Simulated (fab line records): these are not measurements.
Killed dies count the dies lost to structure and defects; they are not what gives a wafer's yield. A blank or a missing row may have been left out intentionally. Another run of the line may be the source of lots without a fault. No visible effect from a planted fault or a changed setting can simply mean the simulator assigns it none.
Which tool did it?    flow sky130    6 lots (18 wafers sampled), 1 step of a 708-step route

## WHAT THE GAUGES READ, wafer by wafer
SKY_FIELD_ISO_BOW_MEAS_00.
lot   measured     on             INCOMING_BOW (um)
L852  day 1 15:00  film metro-02  4 7 5
L859  day 3 02:01  film metro-04  -15 1 -3
L866  day 4 13:01  film metro-04  -6 8 -9
L869  day 5 04:01  film metro-02  -4 -4 3
L871  day 5 14:01  film metro-01  5 -14 4
L873  day 6 00:04  film metro-04  3 -3 0

## WHICH TOOL RAN EACH LOT (tool, then ch and the chambers of the sampled wafers, then the start)
No process step before these readings appears in the record.

## THE ANSWER, worked out from the rows above alone
Rule: the lots themselves supply what counts as usual. The widest of any qualifying gaps counts: lots, ordered by their means at a reading, are off when they make up no more than a third of the lots, leave a main group of 4 or more, and stand apart from it by 3 or more times the standard deviation of that group's means. Not used: any main group whose means are identical at the precision the tables above print for the reading. A lot without any number at a reading at which 4 lots or more have one is off too. All remaining lots with rows at the step are treated as sound.
Nothing can be told from this: no lot is off at any reading shown.

## WHAT HAD BEEN PUT IN BY THE SIMULATOR
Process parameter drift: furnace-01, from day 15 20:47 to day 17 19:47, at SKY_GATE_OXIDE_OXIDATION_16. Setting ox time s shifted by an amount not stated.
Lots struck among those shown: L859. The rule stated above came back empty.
